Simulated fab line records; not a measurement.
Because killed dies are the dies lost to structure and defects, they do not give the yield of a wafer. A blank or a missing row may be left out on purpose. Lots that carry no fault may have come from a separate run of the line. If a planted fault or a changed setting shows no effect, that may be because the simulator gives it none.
One fault seen from 2 desks || flow gf180mcu || each desk holds nothing but its own numbers, with what lay behind them at the end

== THE TOOL OWNER'S DESK: implanter-03 ==
The tool's own readings at GF_VT_IMPLANT_IMPLANT_30: means of the sampled wafers that have a number, for each lot that ran on this tool. A lot is out of limits, marked OUT, if its mean lies more than 4 standard deviations from the usual mean; the brackets give that distance.
Columns: A = doseIonsCm2 at GF_VT_IMPLANT_IMPLANT_30, usual 2.534e+12; B = faradayCurrentUA at GF_VT_IMPLANT_IMPLANT_30, usual 14.3
{"lot": "L537", "first seen here": "day 8 07:25", "A": 2.534e+12, "B": 14.4}
{"lot": "L538", "first seen here": "day 8 14:47", "A": 2.535e+12, "B": 14.3}
{"lot": "L539", "first seen here": "day 8 17:58", "A": 2.536e+12, "B": 14.2}
{"lot": "L544", "first seen here": "day 10 05:14", "A": 2.534e+12, "B": 14.2}
{"lot": "L549", "first seen here": "day 11 11:58", "A": "9.830e+11 (-99 or more) OUT", "B": "5.5 (-28) OUT"}
{"lot": "L551", "first seen here": "day 12 02:23", "A": "9.774e+11 (-99 or more) OUT", "B": "5.5 (-28) OUT"}
This desk's finding: out of limits on L549, L551; first on L549, day 11 11:58 (doseIonsCm2 at GF_VT_IMPLANT_IMPLANT_30). Within limits: L537, L538, L539, L544.

== FROM THE METROLOGY DESK ==
What the gauges read, lot by lot, whatever tool the lot ran on: means of the sampled wafers that have a number. A lot is out of limits, marked OUT, if its mean lies more than 4 standard deviations from the usual mean; the brackets give that distance.
Columns: A = VT_IMPLANT_3_TW at GF_VT_IMPLANT_TW_MEAS_32, usual 269.1; B = cdNm at GF_V1_CD_MEAS_14, usual 259.6 nm
{"lot": "L532", "first seen here": "day 6 21:02", "A": 266.5, "B": 260.3}
{"lot": "L534", "first seen here": "day 7 10:37", "A": 270.1, "B": 259.4}
{"lot": "L536", "first seen here": "day 8 00:36", "A": 266.4, "B": 260.5}
{"lot": "L537", "first seen here": "day 8 07:40", "A": 265.7, "B": 258.3}
{"lot": "L538", "first seen here": "day 8 15:02", "A": 271.3, "B": 259.2}
{"lot": "L539", "first seen here": "day 8 18:11", "A": 267.3, "B": 259.4}
{"lot": "L540", "first seen here": "day 9 01:32", "A": 267.6, "B": 259.6}
{"lot": "L544", "first seen here": "day 10 05:27", "A": 271.6, "B": 259.0}
{"lot": "L549", "first seen here": "day 11 12:11", "A": "204.9 (-32) OUT", "B": 259.0}
{"lot": "L550", "first seen here": "day 12 01:25", "A": 270.2, "B": 258.1}
{"lot": "L551", "first seen here": "day 12 02:37", "A": "203.1 (-33) OUT", "B": 259.8}
{"lot": "L552", "first seen here": "day 12 07:16", "A": 270.3, "B": 258.7}
{"lot": "L554", "first seen here": "day 12 22:35", "A": 270.9, "B": 260.9}
Finding of this desk: L549, L551 out of limits, first seen on L549 at day 11 12:11 (VT_IMPLANT_3_TW at GF_VT_IMPLANT_TW_MEAS_32). Within limits: L532, L534, L536, L537, L538, L539, L540, L544, L550, L552, L554.

== ALL TOGETHER ==
At day 11 11:58, on L549, L551, the tool owner's desk was in a position to raise an alarm.
Metrology desk: alarm possible at day 11 12:11 on L549, L551.
On implanter-03, each named lot ran GF_VT_IMPLANT_IMPLANT_30.

== WHAT THE SIMULATOR HAD INSERTED ==
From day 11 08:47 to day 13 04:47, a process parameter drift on implanter-03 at GF_VT_IMPLANT_IMPLANT_30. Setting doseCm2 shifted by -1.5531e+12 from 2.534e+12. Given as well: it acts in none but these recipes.
Lots struck among those shown: L549, L551.
Counting hours from when the fault started, the first reading out of limits came at 3 for the tool owner's desk and at 3 for the metrology desk.
